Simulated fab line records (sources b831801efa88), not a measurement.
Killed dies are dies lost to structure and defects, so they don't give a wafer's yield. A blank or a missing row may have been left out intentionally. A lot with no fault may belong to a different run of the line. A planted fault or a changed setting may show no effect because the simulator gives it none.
A struck lot beside a sound one + flow sky130 + 16 out of 708 route steps
Sound: the wafers L505.1, L505.2, L505.5. Wafers L514.2, L514.4, L514.6 were the ones struck. The cause is given at the end.
For every step that has rows: the tool of each side, followed by ch and its chambers, followed by its first start. Under that, the readings that differ: sound wafers + struck wafers + difference of the means + sigmas: that difference in standard deviations of wafers without a fault.
alike: words and numbers the same on both sides, and readings whose means are apart by under 2 such deviations; not compared: readings that were withheld, readings missing a value for some wafer, numbers with overlapping values and no deviation given by the record, and bounds like >300 which may hide the same value.
The two part at a step that has a row with sigmas, a row that says differs or no value, or rows on one side only. Non-overlapping numbers with no deviation appear without sigmas and do not part them. A reading that every wafer of one side lacks parts them only if that side has two wafers or more.

first, 2 steps without rows for these wafers: SKY_METAL3_PEB_11; SKY_METAL3_DEVELOP_12 (develop time 60 s).
SKY_METAL3_CD_MEAS_13 targets a cd of 300 nm.
  sound on cd sem-02, day 38 19:12; struck on cd sem-02, day 41 05:43
  alike: cd nm
SKY_METAL3_OVL_MEAS_14:
  sound on overlay-02, day 38 19:19; struck on overlay-02, day 41 05:49
  alike: METAL3_OVL
SKY_METAL3_DESCUM_15: chemistry O2, time 8 s.
  sound on rie metal-01 ch 0,1, day 38 19:21; struck on rie metal-03 ch 1, day 41 05:51
| reading                     | sound             | struck            | difference | sigmas |
|-----------------------------|-------------------|-------------------|------------|--------|
| drypump motor current A (A) | 6.5 6.1 6.5       | 5.1 5.1 5.1       | -1.3       | -3     |
| rf fwd power W (W)          | 146.4 145.8 147.0 | 149.0 147.8 148.1 | +1.9       | +3     |
  alike: oes product au
  not compared: rf hours counter h
then, 1 step without rows for these wafers: SKY_METAL3_ETCH_16 (etches BARC in N2/H2, stops on SiO2, time 88.2 s, target depth 60 nm).
SKY_METAL3_ETCH_17: etches SiO2 in C4F8/O2/Ar, stops on TiN, time 3.9 s, target depth 15 nm.
  sound on rie diel-04 ch 0,3, day 38 19:29; struck on rie diel-02 ch 0,2,3, day 41 05:59
| reading            | sound          | struck         | difference | sigmas |
|--------------------|----------------|----------------|------------|--------|
| rf fwd power W (W) | 1456 1454 1452 | 1464 1467 1470 | +13        | +2     |
  alike: bias w, oes product au
  not compared: rf hours counter h
SKY_METAL3_METAL_ETCH_18: etches the open film in Cl2/BCl3, stops on SiO2, target depth 845 nm, time 183.1 s.
  sound on rie metal-03 ch 1, day 38 19:30; struck on rie metal-01 ch 0,1, day 41 06:00
| reading                     | sound       | struck      | difference | sigmas |
|-----------------------------|-------------|-------------|------------|--------|
| drypump motor current A (A) | 5.1 5.1 5.1 | 6.1 6.1 6.6 | +1.2       | +2     |
  alike: bias w, oes product au, rf fwd power W, throttle valve pct
  not compared: rf hours counter h
SKY_METAL3_STRIP_19: strips in O2/N2.
  sound on plasma asher-02 ch 0,1, day 38 19:52; struck on plasma asher-01 ch 0,1, day 41 06:11
  alike: drypump motor current A, n2 flow sccm, oes product au, strip time to endpoint s
  not compared: rf hours counter h
then, 3 steps without rows for these wafers: SKY_METAL3_STRIP_20 (strips in post etch residue remover, time 1200 s); SKY_METAL3_CLEAN_21 (cleans in IPA, time 180 s); SKY_METAL3_CLEAN_22 (cleans in O3/DIW).
SKY_VIA3_HDPCVD_00: deposits SiO2, target thk 1635 nm, time 272.5 s.
  sound on hdpcvd-02 ch 0,2, day 38 20:27; struck on hdpcvd-02 ch 0,1, day 41 06:47
| reading                                  | sound          | struck         | difference | sigmas |
|------------------------------------------|----------------|----------------|------------|--------|
| model.SiO2_of_VIA3_HDPCVD_00.thk nm (nm) | 1646 1620 1628 | 3083 3107 3102 | +1466      |        |
  alike: pressure mtorr
SKY_VIA3_THK_MEAS_01:
  sound on film metro-04, day 38 20:37; struck on film metro-02, day 41 06:58
| reading              | sound          | struck         | difference | sigmas |
|----------------------|----------------|----------------|------------|--------|
| VIA3_HDPCVD_THK (nm) | 1646 1620 1628 | 3084 3110 3102 | +1467      | +77    |
SKY_VIA3_CMP_02: polishes SiO2.
  sound on cmp-01 ch 0,1,2, day 38 20:47; struck on cmp-01 ch 0,1, day 41 07:04
  alike: edge zone pressure frac, motor current A, slurry filter dp kPa
-- the record jumps here: 7 days lie between the struck wafers' starts before and after (it left off in module VIA3 and takes up again in module PAD_OPEN, whose first step shown is number 708 of the route) --
SKY_PAD_OPEN_PROBE_99:
  sound on prober-02, day 46 00:03; struck on prober-02, day 48 00:40
  alike: defect limited yield, killed_at_M0_to_M3, killed_at_M4_up, killed at contacts, killed at front end, killed at other, killed dies, killed open, killed short, sort_bin_3_pad_short, sort_bin_5_function, sort_bin_6_memory, sort n pass, sort yield pct

WHERE THEY PART
First at SKY_METAL3_DESCUM_15; last, within this record, at SKY_VIA3_THK_MEAS_01. Later steps at which nothing parts them and some readings are alike: SKY_VIA3_CMP_02, SKY_PAD_OPEN_PROBE_99.

WHY: whatever the simulator had introduced
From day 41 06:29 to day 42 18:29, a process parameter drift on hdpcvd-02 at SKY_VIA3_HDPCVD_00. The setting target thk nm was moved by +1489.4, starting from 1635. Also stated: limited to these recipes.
